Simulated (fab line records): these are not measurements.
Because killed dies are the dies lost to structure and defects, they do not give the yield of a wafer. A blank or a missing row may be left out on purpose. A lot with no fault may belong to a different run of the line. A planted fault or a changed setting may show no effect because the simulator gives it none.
Which tool is to blame? | flow sky130 | Sampling: 24 lots, 72 wafers, 5 of 708 route steps

## WHAT EACH GAUGE READ, for each wafer
SKY_CONTACT_THK_MEAS_01. Usual: CONTACT_CVD_00_THK typically reads 75.0 nm, with standard deviation 0.85.
lot  | measured     | on            | CONTACT_CVD_00_THK (nm) | flag
L074 | day 30 05:00 | film_metro-01 | 74.9 73.9 74.0          |
L075 | day 31 14:23 | film_metro-02 | 73.8 74.4 75.4          |
L076 | day 31 15:31 | film_metro-02 | 74.3 76.1 76.0          |
L077 | day 31 16:51 | film_metro-03 | 74.3 75.7 75.0          |
L079 | day 31 20:02 | film_metro-02 | 74.0 75.5 75.2          |
L078 | day 31 23:49 | film_metro-01 | 75.8 75.6 75.9          |
L080 | day 32 06:15 | film_metro-01 | 74.9 74.8 76.1          |
L081 | day 32 19:27 | film_metro-03 | 75.2 73.6 76.0          |
L082 | day 33 06:19 | film_metro-02 | 73.8 74.8 74.8          |
L084 | day 33 11:11 | film_metro-02 | 73.9 74.0 75.2          |
L083 | day 33 14:15 | film_metro-03 | 74.3 74.6 76.0          |
L085 | day 33 16:17 | film_metro-03 | 75.0 75.0 74.5          |
L086 | day 34 09:11 | film_metro-01 | 74.6 76.6 74.8          |
L087 | day 34 19:58 | film_metro-03 | 74.4 76.3 76.1          |
L088 | day 34 22:07 | film_metro-01 | 75.6 75.0 76.6          |
L089 | day 35 05:17 | film_metro-03 | 74.1 74.2 75.0          |
L090 | day 35 15:59 | film_metro-03 | 73.5 73.3 76.0          |
L091 | day 35 21:04 | film_metro-02 | 74.4 74.8 76.5          |
L092 | day 36 01:49 | film_metro-01 | 74.0 74.5 75.6          |
L093 | day 36 16:41 | film_metro-02 | 74.4 75.1 74.8          |
L094 | day 37 06:07 | film_metro-02 | 74.3 75.4 75.1          |
L095 | day 37 22:47 | film_metro-03 | 74.2 74.8 74.7          |
L097 | day 38 14:33 | film_metro-01 | 75.5 73.5 75.6          |
L096 | day 38 16:49 | film_metro-02 | 75.0 75.3 76.7          |

SKY_METAL1_CD_MEAS_15: target cd 140 nm. Usual: 139.5 nm for cd_nm, sd 1.8.
lot  | measured     | on        | cd_nm (nm)        | flag
L074 | day 32 13:43 | cd_sem-02 | 138.5 137.8 137.2 |
L075 | day 33 22:23 | cd_sem-01 | 140.4 140.2 142.1 |
L076 | day 33 23:16 | cd_sem-02 | 138.8 138.1 138.1 |
L077 | day 34 00:25 | cd_sem-01 | 139.0 141.8 139.9 |
L079 | day 34 03:18 | cd_sem-02 | 137.4 136.9 138.9 |
L078 | day 34 07:04 | cd_sem-02 | 142.4 141.4 143.2 |
L080 | day 34 15:03 | cd_sem-01 | 138.8 139.9 139.5 |
L081 | day 35 03:11 | cd_sem-01 | 135.8 137.4 136.6 |
L082 | day 35 14:20 | cd_sem-01 | 140.0 139.8 139.7 |
L084 | day 35 17:39 | cd_sem-01 | 142.8 140.4 143.0 |
L083 | day 35 21:37 | cd_sem-02 | 138.4 139.3 137.8 |
L085 | day 35 23:22 | cd_sem-02 | 139.4 140.6 139.6 |
L086 | day 36 15:41 | cd_sem-02 | 140.3 142.1 141.9 |
L087 | day 37 02:21 | cd_sem-02 | 138.8 138.6 141.9 |
L088 | day 37 04:28 | cd_sem-02 | 137.7 139.4 139.1 |
L089 | day 37 12:14 | cd_sem-01 | 139.1 139.0 138.5 |
L090 | day 37 22:13 | cd_sem-02 | 140.0 140.6 141.0 |
L091 | day 38 02:33 | cd_sem-01 | 140.7 140.2 138.0 |
L092 | day 38 07:43 | cd_sem-02 | 140.6 139.2 138.9 |
L093 | day 38 22:16 | cd_sem-02 | 138.2 138.6 138.2 |
L094 | day 39 11:19 | cd_sem-02 | 142.2 144.0 142.4 |
L095 | day 40 03:04 | cd_sem-01 | 134.7 136.8 136.6 |
L097 | day 40 18:01 | cd_sem-01 | 140.1 140.2 140.0 |
L096 | day 40 20:13 | cd_sem-02 | 139.0 138.2 136.9 |

SKY_METAL1_OVL_MEAS_16. Usual: METAL1_OVL typically reads 0 nm, with standard deviation 5.1.
lot  | measured     | on         | METAL1_OVL (nm) | flag
L074 | day 32 13:50 | overlay-01 | 5 4 3           |
L075 | day 33 22:30 | overlay-01 | -6 -7 -6        |
L076 | day 33 23:23 | overlay-01 | -2 -5 -1        |
L077 | day 34 00:32 | overlay-02 | 4 5 -1          |
L079 | day 34 03:24 | overlay-02 | 2 7 7           |
L078 | day 34 07:10 | overlay-02 | 6 8 4           |
L080 | day 34 15:08 | overlay-01 | -3 -1 -1        |
L081 | day 35 03:18 | overlay-01 | -6 -3 -3        |
L082 | day 35 14:26 | overlay-01 | -3 -3 2         |
L084 | day 35 17:45 | overlay-01 | 4 2 9           |
L083 | day 35 21:44 | overlay-01 | -1 -5 -2        |
L085 | day 35 23:29 | overlay-02 | 3 4 5           |
L086 | day 36 15:47 | overlay-01 | 0 7 8           |
L087 | day 37 02:27 | overlay-01 | -7 0 -1         |
L088 | day 37 04:35 | overlay-01 | -3 2 -1         |
L089 | day 37 12:20 | overlay-01 | 3 9 1           |
L090 | day 37 22:20 | overlay-01 | -6 5 -3         |
L091 | day 38 02:38 | overlay-01 | -3 1 -1         |
L092 | day 38 07:48 | overlay-02 | 1 -8 -3         |
L093 | day 38 22:23 | overlay-02 | -2 -5 1         |
L094 | day 39 11:26 | overlay-01 | 2 2 -2          |
L095 | day 40 03:11 | overlay-02 | -2 5 -2         |
L097 | day 40 18:08 | overlay-01 | 5 5 5           |
L096 | day 40 20:20 | overlay-01 | 5 2 1           |

## TOOL THAT RAN EACH LOT (tool first, then ch and the chambers of the sampled wafers, then the start)
lot  | SKY_CONTACT_ETCH_16                | SKY_METAL1_SPUTTER_01
L074 | rie_diel-02 ch 1,2,3, day 31 09:28 | pvd_sputter-02, day 31 10:53
L075 | rie_diel-01 ch 0,2, day 32 17:40   | pvd_sputter-01, day 32 19:04
L076 | rie_diel-02 ch 2,3, day 32 18:47   | pvd_sputter-04, day 32 20:10
L077 | rie_diel-01 ch 0,2, day 32 20:01   | pvd_sputter-04, day 32 21:25
L079 | rie_diel-01 ch 0,2, day 32 23:10   | pvd_sputter-01, day 33 00:34
L078 | rie_diel-02 ch 0,1, day 33 02:55   | pvd_sputter-02, day 33 04:19
L080 | rie_diel-01 ch 1,2,3, day 33 11:07 | pvd_sputter-01, day 33 12:31
L081 | rie_diel-02 ch 1,3, day 33 23:01   | pvd_sputter-02, day 34 00:38
L082 | rie_diel-02 ch 0,1,3, day 34 09:43 | pvd_sputter-01, day 34 11:22
L084 | rie_diel-03 ch 0,1, day 34 13:56   | pvd_sputter-04, day 34 15:26
L083 | rie_diel-02 ch 0,1, day 34 17:38   | pvd_sputter-04, day 34 19:13
L085 | rie_diel-01 ch 0,2,3, day 34 20:10 | pvd_sputter-01, day 34 21:34
L086 | rie_diel-03 ch 0,2, day 35 12:41   | pvd_sputter-04, day 35 14:04
L087 | rie_diel-03 ch 1,2, day 35 22:25   | pvd_sputter-01, day 35 23:56
L088 | rie_diel-01 ch 0,2, day 36 00:44   | pvd_sputter-04, day 36 02:07
L089 | rie_diel-03 ch 1,3, day 36 07:55   | pvd_sputter-01, day 36 09:19
L090 | rie_diel-01 ch 0,1,3, day 36 18:53 | pvd_sputter-02, day 36 20:16
L091 | rie_diel-01 ch 0,1,2, day 36 23:11 | pvd_sputter-01, day 37 00:36
L092 | rie_diel-02 ch 0,1, day 37 04:20   | pvd_sputter-01, day 37 05:49
L093 | rie_diel-01 ch 1,2,3, day 37 19:31 | pvd_sputter-01, day 37 20:58
L094 | rie_diel-03 ch 1,2,3, day 38 08:37 | pvd_sputter-01, day 38 10:01
L095 | rie_diel-01 ch 1,3, day 39 00:52   | pvd_sputter-02, day 39 02:16
L097 | rie_diel-01 ch 0,2,3, day 39 15:46 | pvd_sputter-04, day 39 17:10
L096 | rie_diel-03 ch 0,1,2, day 39 18:10 | pvd_sputter-04, day 39 19:39
- SKY_CONTACT_ETCH_16: etches BARC in N2/H2, stops on SiO2, time 45.9 s, target depth 60 nm.
- SKY_METAL1_SPUTTER_01: material TiN, target thk 20 nm, time 16.7 s.

## AS READ BY THE TOOLS THEMSELVES (means over the sampled wafers that have a number; for cases with no such wafer, the mark the record gives instead)
SKY_CONTACT_ETCH_16. Usual: drypump_motor_current_A 5.6 A, standard deviation 0.45; oes_product_au 0.855 a.u., standard deviation 0.005; throttle_valve_pct 13.225 %, standard deviation 0.0088.
lot  | tool        | drypump_motor_current_A (A) | oes_product_au (a.u.) | throttle_valve_pct (%) | flag
L074 | rie_diel-02 | 5.8                         | 0.856                 | 13.229                 |
L075 | rie_diel-01 | 5.8                         | 0.850                 | 13.229                 |
L076 | rie_diel-02 | 5.7                         | 0.854                 | 13.227                 |
L077 | rie_diel-01 | 5.8                         | 0.853                 | 13.222                 |
L079 | rie_diel-01 | 5.2                         | 0.859                 | 13.229                 |
L078 | rie_diel-02 | 6.0                         | 0.855                 | 13.225                 |
L080 | rie_diel-01 | 5.3                         | 0.854                 | 13.220                 |
L081 | rie_diel-02 | 5.8                         | 0.856                 | 13.231                 |
L082 | rie_diel-02 | 5.9                         | 0.854                 | 13.225                 |
L084 | rie_diel-03 | 5.4                         | 0.854                 | 13.228                 |
L083 | rie_diel-02 | 5.9                         | 0.854                 | 13.225                 |
L085 | rie_diel-01 | 5.6                         | 0.852                 | 13.223                 |
L086 | rie_diel-03 | 5.6                         | 0.854                 | 13.228                 |
L087 | rie_diel-03 | 5.5                         | 0.860                 | 13.234                 |
L088 | rie_diel-01 | 5.2                         | 0.853                 | 13.226                 |
L089 | rie_diel-03 | 5.2                         | 0.860                 | 13.220                 |
L090 | rie_diel-01 | 5.8                         | 0.852                 | 13.217                 |
L091 | rie_diel-01 | 5.4                         | 0.856                 | 13.223                 |
L092 | rie_diel-02 | 5.9                         | 0.851                 | 13.225                 |
L093 | rie_diel-01 | 5.3                         | 0.860                 | 13.222                 |
L094 | rie_diel-03 | 5.3                         | 0.849                 | 13.234                 |
L095 | rie_diel-01 | 5.5                         | 0.854                 | 13.228                 |
L097 | rie_diel-01 | 5.6                         | 0.859                 | 13.227                 |
L096 | rie_diel-03 | 5.4                         | 0.856                 | 13.227                 |

SKY_METAL1_SPUTTER_01. Usual: 30.3 % for throttle_valve_pct, sd 1.3.
lot  | tool           | throttle_valve_pct (%) | flag
L074 | pvd_sputter-02 | 29.9                   |
L075 | pvd_sputter-01 | 31.2                   |
L076 | pvd_sputter-04 | 29.0                   |
L077 | pvd_sputter-04 | 29.7                   |
L079 | pvd_sputter-01 | 30.5                   |
L078 | pvd_sputter-02 | 30.4                   |
L080 | pvd_sputter-01 | 31.3                   |
L081 | pvd_sputter-02 | 30.7                   |
L082 | pvd_sputter-01 | 30.4                   |
L084 | pvd_sputter-04 | 29.2                   |
L083 | pvd_sputter-04 | 29.1                   |
L085 | pvd_sputter-01 | 31.4                   |
L086 | pvd_sputter-04 | 28.9                   |
L087 | pvd_sputter-01 | 30.0                   |
L088 | pvd_sputter-04 | 30.2                   |
L089 | pvd_sputter-01 | 31.0                   |
L090 | pvd_sputter-02 | 30.0                   |
L091 | pvd_sputter-01 | 31.1                   |
L092 | pvd_sputter-01 | 30.7                   |
L093 | pvd_sputter-01 | 30.4                   |
L094 | pvd_sputter-01 | 31.0                   |
L095 | pvd_sputter-02 | 29.8                   |
L097 | pvd_sputter-04 | 29.1                   |
L096 | pvd_sputter-04 | 30.1                   |

## THE ANSWER, worked out from the rows above alone
Rule: lot off if the mean of its wafers having a number is beyond 3 standard deviations from the usual mean. Also off: a lot with no number at a reading for which 4 or more lots have one. Any other lot the step has rows for is counted as sound. After the gauges, taken in route order, come the tools' own readings; for these a lot's mean is taken, as printed above. The first step at which some lot is off is used, and at that step the reading that is off furthest; a lot without a number counts as furthest.
No lot is off at any reading shown: from this, nothing can be told.

## WHAT THE SIMULATOR HAD PUT IN
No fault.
